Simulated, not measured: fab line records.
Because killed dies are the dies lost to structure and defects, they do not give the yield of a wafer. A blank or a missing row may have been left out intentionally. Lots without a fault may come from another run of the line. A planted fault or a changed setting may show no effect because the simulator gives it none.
Which of the tools did it? | flow gf180mcu | 14 lots with 42 wafers sampled at 5 steps, on a route of 602 steps

WHAT THE GAUGES READ, wafer by wafer
GF_STI_THK_MEAS_04.
lot  | measured    | on            | STI_CVD_03_THK (nm)
L667 | day 2 04:34 | film metro-04 | 204.6 205.5 204.9
L668 | day 2 12:16 | film metro-03 | 207.5 209.6 207.6
L670 | day 2 19:55 | film metro-03 | 207.4 208.5 207.6
L672 | day 3 05:44 | film metro-03 | 207.5 208.1 208.9
L673 | day 3 11:01 | film metro-01 | 206.6 208.7 205.9
L675 | day 3 20:34 | film metro-03 | 206.6 206.5 206.5
L676 | day 4 02:23 | film metro-03 | 205.5 204.6 205.5
L677 | day 4 07:17 | film metro-01 | 206.1 207.0 204.8
L678 | day 4 14:37 | film metro-01 | 208.1 207.6 206.5
L680 | day 4 22:34 | film metro-04 | 207.5 206.8 207.8
L681 | day 5 02:34 | film metro-01 | 209.4 209.9 209.1
L684 | day 5 19:53 | film metro-04 | 205.6 203.1 204.1
L687 | day 6 09:30 | film metro-04 | 208.3 208.2 207.4
L686 | day 6 10:18 | film metro-03 | 204.7 205.4 206.3

GF_VT_IMPLANT_TW_MEAS_32.
lot  | measured     | on            | VT_IMPLANT_3_TW
L667 | day 7 16:25  | film metro-02 | 267.4 266.6 264.2
L668 | day 7 22:52  | film metro-04 | 270.4 271.0 269.6
L670 | day 8 10:19  | film metro-01 | 266.6 268.3 267.3
L672 | day 8 22:55  | film metro-01 | 269.0 268.1 268.2
L673 | day 9 06:02  | film metro-04 | 270.6 270.6 269.1
L675 | day 9 22:02  | film metro-04 | 270.9 269.1 270.3
L676 | day 10 02:42 | film metro-02 | 266.0 265.2 267.5
L677 | day 10 09:53 | film metro-02 | 268.0 267.0 267.0
L678 | day 10 18:46 | film metro-04 | 269.5 268.8 269.4
L680 | day 11 11:27 | film metro-02 | 265.3 264.0 266.2
L681 | day 12 04:22 | film metro-01 | 193.3 193.6 192.5
L684 | day 12 16:20 | film metro-04 | 194.4 194.1 193.5
L687 | day 13 06:02 | film metro-04 | 270.3 269.7 270.3
L686 | day 13 07:44 | film metro-01 | 268.1 268.0 268.7

GF_VT_IMPLANT_RS_MEAS_46: measurement is done with a four-point probe.
lot  | measured     | on            | MVSD_RS (ohm/sq)
L667 | day 8 09:17  | film metro-01 | 457.2 456.1 456.6
L668 | day 8 16:20  | film metro-03 | 455.9 458.5 456.7
L670 | day 9 03:51  | film metro-01 | 457.5 458.9 457.2
L672 | day 9 16:35  | film metro-02 | 458.3 457.8 457.5
L673 | day 9 23:27  | film metro-01 | 457.9 458.2 457.4
L675 | day 10 16:21 | film metro-03 | 454.7 455.7 455.8
L676 | day 10 21:12 | film metro-02 | 455.9 457.4 456.7
L677 | day 11 05:14 | film metro-03 | 455.5 454.8 455.2
L678 | day 11 14:00 | film metro-01 | 457.7 457.2 456.4
L680 | day 12 06:33 | film metro-02 | 456.3 456.7 457.2
L681 | day 13 00:41 | film metro-01 | 459.5 458.4 458.3
L684 | day 13 12:52 | film metro-02 | 455.4 455.2 455.4
L687 | day 14 02:49 | film metro-03 | 455.1 454.5 454.7
L686 | day 14 04:40 | film metro-02 | 455.3 455.4 455.0

GF_HV_LDD_THK_MEAS_55.
lot  | measured     | on            | HV_LDD_CVD_54_THK (nm)
L667 | day 13 14:38 | film metro-01 | 10.01 10.01 10.02
L668 | day 13 19:43 | film metro-03 | 9.78 9.92 9.85
L670 | day 14 09:05 | film metro-02 | 10.14 10.11 10.18
L672 | day 15 00:16 | film metro-02 | 9.95 9.79 9.79
L673 | day 15 08:49 | film metro-03 | 10.06 9.93 9.94
L675 | day 16 03:29 | film metro-01 | 9.79 9.86 9.91
L676 | day 16 12:52 | film metro-03 | 10.08 10.07 10.11
L677 | day 16 18:53 | film metro-03 | 10.09 10.19 10.13
L678 | day 17 04:01 | film metro-03 | 10.07 9.95 9.86
L680 | day 18 00:56 | film metro-02 | 10.02 9.99 10.07
L681 | day 18 23:05 | film metro-01 | 10.23 10.19 10.21
L684 | day 19 12:24 | film metro-01 | 9.78 9.89 9.97
L687 | day 20 07:34 | film metro-03 | 10.33 10.22 10.13
L686 | day 20 10:10 | film metro-03 | 10.14 10.10 10.11

WHAT TOOL EACH LOT RAN ON (gives the tool, then ch and the chambers of the sampled wafers, and finally the start)
lot  | GF_VT_IMPLANT_IMPLANT_30
L667 | implanter-02 ch 0, day 7 16:10
L668 | implanter-04 ch 0, day 7 22:37
L670 | implanter-02 ch 0, day 8 10:04
L672 | implanter-04 ch 0, day 8 22:40
L673 | implanter-01 ch 0, day 9 05:48
L675 | implanter-01 ch 0, day 9 21:47
L676 | implanter-02 ch 0, day 10 02:28
L677 | implanter-01 ch 0, day 10 09:38
L678 | implanter-04 ch 0, day 10 18:31
L680 | implanter-04 ch 0, day 11 11:05
L681 | implanter-01 ch 0, day 12 04:07
L684 | implanter-01 ch 0, day 12 16:07
L687 | implanter-04 ch 0, day 13 05:47
L686 | implanter-04 ch 0, day 13 07:30
- GF_VT_IMPLANT_IMPLANT_30

AS READ BY THE TOOLS THEMSELVES (means over the sampled wafers that have a number; for cases with no such wafer, the mark the record gives instead)
GF_VT_IMPLANT_IMPLANT_30.
lot  | tool         | dose ions cm2 | faraday current uA | tilt deg (degrees)
L667 | implanter-02 | 2.531e+12     | 14.27              | 6.989
L668 | implanter-04 | 2.536e+12     | 14.20              | 6.976
L670 | implanter-02 | 2.534e+12     | 14.37              | 7.009
L672 | implanter-04 | 2.533e+12     | 14.12              | 7.020
L673 | implanter-01 | 2.535e+12     | 14.20              | 7.006
L675 | implanter-01 | 2.531e+12     | 14.10              | 6.996
L676 | implanter-02 | 2.534e+12     | 14.22              | 6.987
L677 | implanter-01 | 2.535e+12     | 14.30              | 6.993
L678 | implanter-04 | 2.534e+12     | 14.17              | 7.021
L680 | implanter-04 | 2.535e+12     | 14.22              | 6.986
L681 | implanter-01 | 7.959e+11     | 4.54               | 7.005
L684 | implanter-01 | 7.970e+11     | 4.53               | 7.000
L687 | implanter-04 | 2.532e+12     | 14.21              | 7.002
L686 | implanter-04 | 2.536e+12     | 14.32              | 6.997

THE ANSWER, worked out from the rows above alone
Rule: the lots themselves supply what counts as usual. Put in order of their means at a reading, lots are off if they are a third of the lots or fewer, leave a main group of 4 or more, and stand apart from it by a gap of 3 or more times the standard deviation of the main group's means; of several such gaps the widest counts. A main group whose means are all the same, to the digits that the tables above print for the reading, isn't used. A lot without any number at a reading at which 4 lots or more have one is off too. All remaining lots with rows at the step are treated as sound. After the gauges, taken in route order, come the tools' own readings; for these a lot's mean is taken, as printed above. The first step at which some lot is off is used, and at that step the reading that is off furthest; a lot without a number counts as furthest.
Off: L681, L684, seen at GF_VT_IMPLANT_TW_MEAS_32 (VT_IMPLANT_3_TW). The main group has a mean of 268.2 with a standard deviation of 1.7.
If a tool, at a process step before that reading, ran all the lots that are off and no sound lot after the first of them, it fits. The gauges at GF_VT_IMPLANT_TW_MEAS_32 aren't tried: what is off there is off at GF_VT_IMPLANT_IMPLANT_30 too, on other tools, and a gauge's error can't cause that. One fits: GF_VT_IMPLANT_IMPLANT_30 on implanter-01. A fault onset in the window from L677 (day 10 09:38, its last sound lot) to L681 (day 12 04:07, its first lot off) fits.
The tool's own readings at GF_VT_IMPLANT_IMPLANT_30 bear it out: on the lots that are off they differ by more than 5 times the standard deviation of the sound lots' means. dose ions cm2 reads 7.964e+11 there against 2.534e+12 on the sound lots; faraday current uA reads 4.54 there against 14.22 on the sound lots.

WHAT WAS PUT IN BY THE SIMULATOR
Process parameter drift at GF_VT_IMPLANT_IMPLANT_30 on implanter-01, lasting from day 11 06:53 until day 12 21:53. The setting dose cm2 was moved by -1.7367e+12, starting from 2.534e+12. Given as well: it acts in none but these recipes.
Lots struck among those shown: L681, L684. Same finding as the rule above.
